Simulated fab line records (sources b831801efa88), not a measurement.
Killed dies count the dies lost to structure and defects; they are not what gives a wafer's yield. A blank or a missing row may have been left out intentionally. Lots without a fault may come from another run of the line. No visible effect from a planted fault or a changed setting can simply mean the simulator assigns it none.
Which tool is to blame? -- flow sfq-line -- 14 lots (42 wafers sampled), 1 step of a 325-step route

== WHAT THE GAUGES READ, wafer by wafer ==
The record holds no reading of a measuring or inspecting step that can be judged against a usual standard deviation.

== TOOL THAT RAN EACH LOT (tool first, then ch and the chambers of the sampled wafers, then the start) ==
lot,SFQ_TRILAYER_I2_VIA_BARC_OPEN_VIA_ETCH_096
L372,"rie-diel-04 ch 0,1,2, day 22 21:16"
L374,"rie-diel-03 ch 0,2, day 23 18:52"
L376,"rie-diel-04 ch 0,1,3, day 24 11:40"
L377,"rie-diel-04 ch 1,2,3, day 25 10:34"
L378,"rie-diel-04 ch 0,1,3, day 25 23:46"
L379,"rie-diel-04 ch 0,1,3, day 26 05:46"
L380,"rie-diel-04 ch 0,1,2, day 26 17:46"
L381,"rie-diel-04 ch 0,1,2, day 27 00:58"
L385,"rie-diel-03 ch 0,3, day 28 20:41"
L390,"rie-diel-01 ch 1,2,3, day 30 23:05"
L391,"rie-diel-01 ch 1,2,3, day 31 08:41"
L392,"rie-diel-03 ch 1,2, day 31 21:53"
L394,"rie-diel-04 ch 0,2,3, day 32 19:18"
L395,"rie-diel-01 ch 0,2,3, day 33 01:18"
- SFQ_TRILAYER_I2_VIA_BARC_OPEN_VIA_ETCH_096: etches BARC in O2, target depth 125 nm, time 41.7 s.

== WHAT THE TOOLS THEMSELVES READ (means of the sampled wafers that have a number; where no wafer has one, the mark that the record gives instead) ==
SFQ_TRILAYER_I2_VIA_BARC_OPEN_VIA_ETCH_096.
lot,tool,chamber-pressure-mTorr (mTorr),drypump-motor-current-A (A),oes-product-au (a.u.)
L372,rie-diel-04,29.988,6.0,0.686
L374,rie-diel-03,30.011,4.9,0.688
L376,rie-diel-04,30.022,6.1,0.685
L377,rie-diel-04,29.964,6.1,0.686
L378,rie-diel-04,29.989,6.1,0.682
L379,rie-diel-04,30.016,6.1,0.682
L380,rie-diel-04,28.006,6.0,0.685
L381,rie-diel-04,27.994,6.0,0.688
L385,rie-diel-03,30.002,5.3,0.680
L390,rie-diel-01,29.998,5.5,0.684
L391,rie-diel-01,30.026,5.5,0.685
L392,rie-diel-03,30.001,5.4,0.681
L394,rie-diel-04,29.990,6.5,0.683
L395,rie-diel-01,30.007,5.9,0.688

== THE ANSWER, worked out from the rows above alone ==
Rule: usual is defined by the lots themselves. The widest of any qualifying gaps counts: lots, ordered by their means at a reading, are off when they make up no more than a third of the lots, leave a main group of 4 or more, and stand apart from it by 3 or more times the standard deviation of that group's means. Not used: any main group whose means are identical at the precision the tables above print for the reading. Also off: a lot with no number at a reading for which 4 or more lots have one. Where the step has rows for the other lots, those lots are counted as sound. Order of review: gauges by route order, followed by the tools' own readings, for which a lot's mean as printed above is used. At the first step where some lot is off, the reading lying furthest off is the one used; lots without a number count as furthest.
Off: L380, L381 (SFQ_TRILAYER_I2_VIA_BARC_OPEN_VIA_ETCH_096, chamber-pressure-mTorr). The main group: mean 30.001 mTorr, standard deviation 0.016.
If a tool, at that step or one of the process steps before it, ran each lot that is off and ran no sound lot following the first of them, it fits. Of those tried, none fits.

== WHAT WAS PUT IN BY THE SIMULATOR ==
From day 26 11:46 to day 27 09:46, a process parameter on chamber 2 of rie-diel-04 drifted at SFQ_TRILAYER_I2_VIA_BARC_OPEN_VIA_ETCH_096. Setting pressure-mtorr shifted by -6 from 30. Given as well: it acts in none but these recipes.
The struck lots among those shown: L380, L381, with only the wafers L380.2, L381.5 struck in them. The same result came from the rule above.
